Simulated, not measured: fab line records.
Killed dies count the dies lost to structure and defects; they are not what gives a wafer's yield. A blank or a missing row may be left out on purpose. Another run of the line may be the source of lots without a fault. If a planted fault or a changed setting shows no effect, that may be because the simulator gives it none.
Matching of chambers + flow sky130 + cmp-02 running SKY_VIA1_CMP_02: 4 sister chambers
The step polishes SiO2. 8 wafers are shown with their chamber, then 12 later ones without.

== EACH WAFER AND ITS CHAMBER ==
| wafer  | chamber | motor current A (A) |
|--------|---------|---------------------|
| L092.4 | 3       | 13.3                |
| L093.6 | 0       | 12.1                |
| L094.2 | 1       | 13.5                |
| L094.3 | 3       | 13.5                |
| L094.4 | 0       | 12.1                |
| L094.1 | 2       | 12.6                |
| L094.5 | 1       | 14.1                |
| L094.6 | 2       | 13.2                |

== WAFERS WITH NO CHAMBER GIVEN ==
| wafer  | motor current A (A) |
|--------|---------------------|
| L095.1 | 13.0                |
| L095.2 | 11.6                |
| L095.3 | 13.4                |
| L095.4 | 13.9                |
| L095.5 | 12.5                |
| L095.6 | 14.2                |
| L096.1 | 12.7                |
| L096.2 | 12.8                |
| L096.4 | 13.7                |
| L097.4 | 12.7                |
| L097.5 | 12.9                |
| L097.6 | 14.3                |

== WHICH CHAMBER EACH ONE RAN IN ==
| wafer  | from the rows above          | in truth |
|--------|------------------------------|----------|
| L095.1 | can't be placed: 2 or 3      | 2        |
| L095.2 | 0                            | 0        |
| L095.3 | can't be placed: 3 or 1 or 2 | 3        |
| L095.4 | can't be placed: 1 or 3      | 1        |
| L095.5 | can't be placed: 2 or 0 or 3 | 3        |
| L095.6 | can't be placed: 1 or 3      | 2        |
| L096.1 | can't be placed: 2 or 0 or 3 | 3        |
| L096.2 | can't be placed: 2 or 3 or 0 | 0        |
| L096.4 | can't be placed: 1 or 3      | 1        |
| L097.4 | can't be placed: 2 or 0 or 3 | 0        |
| L097.5 | can't be placed: 2 or 3      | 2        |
| L097.6 | can't be placed: 1 or 3      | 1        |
Correct placement for 1 of the 12. Not placeable from these rows: 11 (in 10, the candidates include the true chamber). 0 placed wrongly.
How it was worked out, from the rows above alone: a wafer's distance from a chamber is the root of the sum, over the readings, of the square of ((its reading less the chamber's mean) divided by the reading's scatter). The wafer belongs to the nearest chamber; if the next one is less than 2 further off, it can't be placed. The mean given for a chamber averages the wafers shown for that chamber. The scatter: take each reading less its chamber's mean, square it, sum over the shown wafers, divide by the number of wafers less the number of chambers, and take the root.
